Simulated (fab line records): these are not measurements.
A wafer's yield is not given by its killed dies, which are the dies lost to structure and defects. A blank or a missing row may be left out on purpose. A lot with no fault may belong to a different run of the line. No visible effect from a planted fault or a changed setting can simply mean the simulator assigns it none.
Chamber matching + flow gf180mcu + GF_CONTACT_ETCH_16 on rie diel-02 has 4 sister chambers
The step etches BARC in N2/H2. 4 wafers are shown with their chamber, then 7 later ones without.

## WAFERS WITH THEIR CHAMBER
| wafer  | chamber | oes product au (a.u.) |
|--------|---------|-----------------------|
| L256.3 | 1       | 0.854                 |
| L258.4 | 0       | 0.854                 |
| L260.1 | 3       | 0.854                 |
| L260.2 | 2       | 0.846                 |

## WAFERS WHOSE CHAMBER IS MISSING
| wafer  | oes product au (a.u.) |
|--------|-----------------------|
| L260.5 | 0.859                 |
| L263.4 | 0.859                 |
| L263.5 | 0.853                 |
| L263.6 | 0.862                 |
| L264.2 | 0.860                 |
| L264.3 | 0.861                 |
| L264.4 | 0.863                 |

## CHAMBER TAKEN BY EACH
| wafer  | from the rows above               | in truth |
|--------|-----------------------------------|----------|
| L260.5 | can't be placed: 0 or 1 or 3 or 2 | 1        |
| L263.4 | can't be placed: 0 or 1 or 3 or 2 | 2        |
| L263.5 | can't be placed: 0 or 1 or 3 or 2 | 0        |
| L263.6 | can't be placed: 0 or 1 or 3 or 2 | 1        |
| L264.2 | can't be placed: 0 or 1 or 3 or 2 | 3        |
| L264.3 | can't be placed: 0 or 1 or 3 or 2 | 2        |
| L264.4 | can't be placed: 0 or 1 or 3 or 2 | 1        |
0 of 7 placed correctly. From these rows, 7 cannot be placed; in 7 the true chamber is one of the candidates. Number placed wrongly: 0.
How it was worked out, from the rows above alone: a wafer's distance from a chamber is the root of the sum, over the readings, of the square of ((its reading less the chamber's mean) divided by the reading's scatter). The wafer belongs to the nearest chamber; if the next one is less than 2 further off, it can't be placed. For every chamber, the mean is computed from those of its wafers that are shown. The scatter: root of mean squared gap, hidden wafer to nearest shown wafer, with one shown wafer a chamber.
